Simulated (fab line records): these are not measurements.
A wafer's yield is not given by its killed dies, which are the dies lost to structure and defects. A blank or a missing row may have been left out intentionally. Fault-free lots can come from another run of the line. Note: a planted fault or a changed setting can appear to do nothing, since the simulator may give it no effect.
What tool caused it? ; flow gf180mcu ; 10 lots with 29 wafers sampled at 7 steps, on a route of 602 steps

WHAT THE GAUGES SHOWED, per wafer
GF_V1_RS_MEAS_24: measurement is done with a four-point probe.
lot;measured;on;V1_W_RS (ohm/sq)
L941;day 18 18:47;film-metro-04;0.326 0.327 0.327
L942;day 19 00:40;film-metro-04;0.326 0.326 0.330
L943;day 19 22:35;film-metro-03;0.325 0.323 0.323
L944;day 20 02:35;film-metro-04;0.323 0.322 0.324
L947;day 20 23:59;film-metro-04;0.326 0.327 0.327
L953;day 23 07:23;film-metro-03;0.323 0.214 0.324 0.214
L958;day 24 21:14;film-metro-01;0.327 0.330 0.329
L962;day 26 03:50;film-metro-04;0.330 0.333 0.330
L963;day 26 08:05;film-metro-04;0.329 0.331 0.326
L964;day 26 11:56;film-metro-01;0.322 0.326 0.323

GF_V1_THK_MEAS_25: measures by xrf.
lot;measured;on;V1_W_THK (nm)
L941;day 18 18:53;film-metro-04;357 356 357
L942;day 19 00:47;film-metro-04;351 353 347
L943;day 19 22:40;film-metro-03;355 357 358
L944;day 20 02:42;film-metro-04;361 362 361
L947;day 21 00:04;film-metro-04;356 352 350
L953;day 23 11:59;film-metro-03;362 549 364 556
L958;day 24 21:21;film-metro-01;359 355 355
L962;day 26 03:56;film-metro-04;354 350 350
L963;day 26 08:12;film-metro-04;350 351 357
L964;day 26 12:03;film-metro-01;369 363 367

GF_M2_THK_MEAS_06: measures by xrf.
lot;measured;on;M2_ALCU_THK (nm)
L941;day 18 20:44;film-metro-01;444 453 448
L942;day 19 01:29;film-metro-04;451 450 454
L943;day 19 23:22;film-metro-04;448 444 450
L944;day 20 03:24;film-metro-02;445 453 446
L947;day 21 00:46;film-metro-01;451 458 456
L953;day 23 18:41;film-metro-04;452 459
L958;day 24 22:03;film-metro-02;452 450 451
L962;day 26 04:38;film-metro-01;450 452 452
L963;day 26 08:54;film-metro-04;451 445 448
L964;day 26 12:46;film-metro-04;457 458 457

TOOL THAT RAN EACH LOT (tool first, then ch and the chambers of the sampled wafers, then the start)
lot;GF_V1_CVD_23;GF_V1_CMP_26;GF_M2_SPUTTER_01;GF_M2_SPUTTER_03
L941;cvd-w-01 ch 0,1, day 18 18:39;cmp-01 ch 1,2,3, day 18 18:59;pvd-sputter-01, day 18 19:20;pvd-sputter-01, day 18 19:24
L942;cvd-w-02 ch 1, day 19 00:27;cmp-02 ch 0,1,2, day 19 00:54;pvd-sputter-02, day 19 01:15;pvd-sputter-02, day 19 01:19
L943;cvd-w-02 ch 0,1, day 19 22:26;cmp-02 ch 0,3, day 19 22:42;pvd-sputter-01, day 19 23:06;pvd-sputter-01, day 19 23:10
L944;cvd-w-01 ch 0,1, day 20 02:28;cmp-01 ch 0,3, day 20 02:45;pvd-sputter-02, day 20 03:09;pvd-sputter-02, day 20 03:13
L947;cvd-w-01 ch 0,1, day 20 23:50;cmp-01 ch 1,2, day 21 00:06;pvd-sputter-02, day 21 00:30;pvd-sputter-02, day 21 00:34
L953;cvd-w-01 ch 0,1, day 23 07:15;cmp-02 ch 1,3, day 23 18:08;pvd-sputter-03, day 23 18:26;pvd-sputter-03, day 23 18:29
L958;cvd-w-02 ch 0, day 24 21:01;cmp-01 ch 2,3, day 24 21:25;pvd-sputter-02, day 24 21:49;pvd-sputter-02, day 24 21:52
L962;cvd-w-02 ch 0,1, day 26 03:43;cmp-01 ch 0,1, day 26 03:59;pvd-sputter-01, day 26 04:23;pvd-sputter-01, day 26 04:26
L963;cvd-w-02 ch 0,1, day 26 07:58;cmp-02 ch 0,2,3, day 26 08:25;pvd-sputter-02, day 26 08:40;pvd-sputter-02, day 26 08:43
L964;cvd-w-01 ch 0,1, day 26 11:49;cmp-02 ch 1,2,3, day 26 12:12;pvd-sputter-03, day 26 12:30;pvd-sputter-03, day 26 12:34
- GF_V1_CVD_23: deposits W, target thk 350 nm, time 105.05 s.
- GF_V1_CMP_26: polishes, stops on SiO2, t overpolish 15 s, target thk 0 nm.
- GF_M2_SPUTTER_01: material TiN, target thk 30 nm, time 25 s.
- GF_M2_SPUTTER_03: material Ti, target thk 10 nm, time 6.7 s.

AS READ BY THE TOOLS THEMSELVES (means over the sampled wafers that have a number; for cases with no such wafer, the mark the record gives instead)
GF_V1_CVD_23.
lot;tool;heater-power-w (W)
L941;cvd-w-01;829
L942;cvd-w-02;882
L943;cvd-w-02;905
L944;cvd-w-01;808
L947;cvd-w-01;841
L953;cvd-w-01;814
L958;cvd-w-02;926
L962;cvd-w-02;919
L963;cvd-w-02;903
L964;cvd-w-01;836

GF_V1_CMP_26.
lot;tool;motor-current-A (A);time-to-endpoint-s (s)
L941;cmp-01;10.1;86
L942;cmp-02;12.0;86
L943;cmp-02;13.4;84
L944;cmp-01;11.5;82
L947;cmp-01;10.1;87
L953;cmp-02;12.3;114
L958;cmp-01;10.6;86
L962;cmp-01;11.0;83
L963;cmp-02;12.7;87
L964;cmp-02;12.6;86

GF_M2_SPUTTER_01.
lot;tool;chamber-pressure-pa (Pa);throttle-valve-pct (%)
L941;pvd-sputter-01;0.3997;30.3
L942;pvd-sputter-02;0.4002;29.6
L943;pvd-sputter-01;0.4000;30.9
L944;pvd-sputter-02;0.3999;29.8
L947;pvd-sputter-02;0.4000;29.9
L953;pvd-sputter-03;0.4000;31.0
L958;pvd-sputter-02;0.4008;30.1
L962;pvd-sputter-01;0.4003;30.7
L963;pvd-sputter-02;0.3998;29.4
L964;pvd-sputter-03;0.3999;31.0

GF_M2_SPUTTER_03.
lot;tool;chamber-pressure-pa (Pa);throttle-valve-pct (%)
L941;pvd-sputter-01;0.3003;30.4
L942;pvd-sputter-02;0.2998;29.8
L943;pvd-sputter-01;0.3000;30.8
L944;pvd-sputter-02;0.3006;30.0
L947;pvd-sputter-02;0.3004;30.0
L953;pvd-sputter-03;0.2998;31.0
L958;pvd-sputter-02;0.3005;30.1
L962;pvd-sputter-01;0.3002;30.5
L963;pvd-sputter-02;0.2996;29.4
L964;pvd-sputter-03;0.3003;31.0

THE ANSWER, worked out from the rows above alone
Rule: the lots themselves supply what counts as usual. Put in order of their means at a reading, lots are off if they are a third of the lots or fewer, leave a main group of 4 or more, and stand apart from it by a gap of 3 or more times the standard deviation of the main group's means; of several such gaps the widest counts. A main group whose means are all the same, to the digits that the tables above print for the reading, isn't used. A lot without any number at a reading at which 4 lots or more have one is off too. Where the step has rows for the other lots, those lots are counted as sound. The gauges are gone through in route order, then the tools' own readings, and for those a lot's mean is taken as printed above. The first step at which some lot is off is used, and at that step the reading that is off furthest; a lot without a number counts as furthest.
Off: L953, seen at GF_V1_RS_MEAS_24 (V1_W_RS). The main group: mean 0.327 ohm/sq, standard deviation 0.0026.
If a tool, at a process step before that reading, ran all the lots that are off and no sound lot after the first of them, it fits. Not tried: the gauges at GF_V1_RS_MEAS_24; whatever is off there is also off at GF_V1_CMP_26, on other tools, and gauge error can't account for it. None of those tried fits.

WHAT THE SIMULATOR HAD PUT IN
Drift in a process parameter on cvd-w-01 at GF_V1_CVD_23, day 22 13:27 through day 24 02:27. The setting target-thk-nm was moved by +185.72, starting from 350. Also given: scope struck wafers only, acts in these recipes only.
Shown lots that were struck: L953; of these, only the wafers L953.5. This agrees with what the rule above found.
